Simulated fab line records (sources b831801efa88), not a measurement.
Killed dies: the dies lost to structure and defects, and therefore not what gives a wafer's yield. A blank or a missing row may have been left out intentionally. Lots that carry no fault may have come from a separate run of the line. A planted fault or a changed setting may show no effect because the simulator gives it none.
A struck lot beside a sound one :: flow sky130 :: 15 out of 708 route steps
Sound: the wafers L367.1, L367.4, L367.5. Wafers L380.1, L380.4, L380.5 were the ones struck. The cause comes at the end.
Each step with rows lists, per side, the tool, then ch with its chambers, then its first start. Under that, the readings that differ: sound wafers :: struck wafers :: difference of the means :: sigmas: that difference in standard deviations of wafers without a fault.
alike: words and numbers the same on both sides, and readings whose means are apart by under 2 such deviations; not compared: readings that were withheld, readings missing a value for some wafer, numbers with overlapping values and no deviation given by the record, and bounds like >300 which may hide the same value.
A row with sigmas, a row that says differs or no value, or rows on one side alone: a step with any of these is where the two part. Non-overlapping numbers with no deviation appear without sigmas and do not part them. A reading that every wafer of one side lacks parts them only if that side has two wafers or more.

SKY_VT_ADJUST_PCH_STRIP_09: strips in O2/N2.
  sound on plasma asher-01 ch 0, day 12 00:54; struck on plasma asher-01 ch 0,1, day 16 03:39
  alike: drypump motor current A, oes product au, strip time to endpoint s
  not compared: rf hours counter h
SKY_VT_ADJUST_PCH_TW_MEAS_10:
  struck on film metro-04, day 16 03:45; sound on film metro-03, day 12 01:00
  alike: VT_ADJUST_PCH_TW
then, 7 steps without rows for these wafers: SKY_SONOS_TUNNEL_DEHYDRATE_00 (time 60 s); SKY_SONOS_TUNNEL_HMDS_01 (prime time 60 s); SKY_SONOS_TUNNEL_COAT_02 (resist thk 1140 nm); SKY_SONOS_TUNNEL_SOFTBAKE_03 (time 60 s); SKY_SONOS_TUNNEL_EXPOSE_04 (exposes mask TUNM, target cd 410 nm); SKY_SONOS_TUNNEL_PEB_05; SKY_SONOS_TUNNEL_DEVELOP_06 (develop time 60 s).
SKY_SONOS_TUNNEL_CD_MEAS_07: target cd 410 nm.
  struck on cd sem-02, day 17 08:07; sound on cd sem-02, day 13 01:59
  alike: cd nm
SKY_SONOS_TUNNEL_OVL_MEAS_08:
  struck on overlay-01, day 17 08:14; sound on overlay-01, day 13 02:07
  alike: SONOS_TUNNEL_OVL
next, for these wafers, 1 step has no rows: SKY_SONOS_TUNNEL_IMPLANT_09.
SKY_SONOS_TUNNEL_WET_ETCH_10: etches SiO2 in dHF, target depth 14 nm, time 280 s.
  sound on wet bench-02 ch 3, day 13 02:18; struck on wet bench-03 ch 0, day 17 08:25
  no value came back on the struck wafers for bath heat duty pct (%), run length s (s); on the sound wafers bath heat duty pct (%) reads 5.4 5.6 6.6
then, 1 step without rows for these wafers: SKY_SONOS_TUNNEL_STRIP_11 (strips in SPM, time 600 s).
SKY_PAD_OPEN_PROBE_99:
  sound wafers here have rows in the record (prober-02, day 47 06:29); struck ones have none

## WHERE THEY PART
At SKY_SONOS_TUNNEL_WET_ETCH_10 first; at SKY_PAD_OPEN_PROBE_99 last (within this record only).

WHY: the cause the simulator had injected
At SKY_SONOS_TUNNEL_WET_ETCH_10, the step was skipped entirely on wet bench-03 from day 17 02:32 on. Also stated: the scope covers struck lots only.
